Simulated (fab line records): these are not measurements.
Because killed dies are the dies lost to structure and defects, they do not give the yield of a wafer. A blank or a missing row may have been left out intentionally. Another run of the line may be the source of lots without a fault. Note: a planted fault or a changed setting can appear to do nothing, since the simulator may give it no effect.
Matching of chambers	flow sky130	rie diel-02 running SKY_PASSIVATION_ETCH_11: 4 sister chambers
The step etches the open film in CF4/O2, stops on AlCu, target depth 725 nm, time 161.1 s. 4 wafers are shown with their chamber, then 12 later ones without.

== WAFERS PAIRED WITH THEIR CHAMBERS ==
wafer	chamber	drypump motor current A (A)
L086.2	3	4.6
L086.3	2	5.3
L086.5	0	5.2
L086.6	1	5.3

== WAFERS WITH NO CHAMBER GIVEN ==
wafer	drypump motor current A (A)
L085.3	4.6
L085.4	5.2
L085.5	5.3
L087.2	4.6
L087.3	5.3
L087.5	5.3
L088.3	5.4
L088.5	5.2
L088.6	4.6
L092.2	4.6
L092.4	5.3
L092.6	5.4

== EACH ONE'S CHAMBER ==
wafer	from the rows above	in truth
L085.3	3	3
L085.4	0	0
L085.5	can't be placed: 1 or 2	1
L087.2	3	3
L087.3	can't be placed: 1 or 2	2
L087.5	can't be placed: 1 or 2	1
L088.3	can't be placed: 1 or 2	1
L088.5	0	0
L088.6	3	3
L092.2	3	3
L092.4	can't be placed: 1 or 2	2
L092.6	can't be placed: 1 or 2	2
Correct placement for 6 of the 12. Can't be placed from these rows: 6 (the true chamber is among the candidates in 6). Number placed wrongly: 0.
How it was worked out, from the rows above alone: a wafer's distance from a chamber is the root of the sum, over the readings, of the square of ((its reading less the chamber's mean) divided by the reading's scatter). If the next closest chamber is less than 2 further off than the closest, the wafer can't be placed; otherwise it belongs to the closest. The mean given for a chamber averages the wafers shown for that chamber. The scatter (one wafer shown for each chamber): square how far every hidden wafer sits from the nearest shown wafer, average those squares and take the square root.
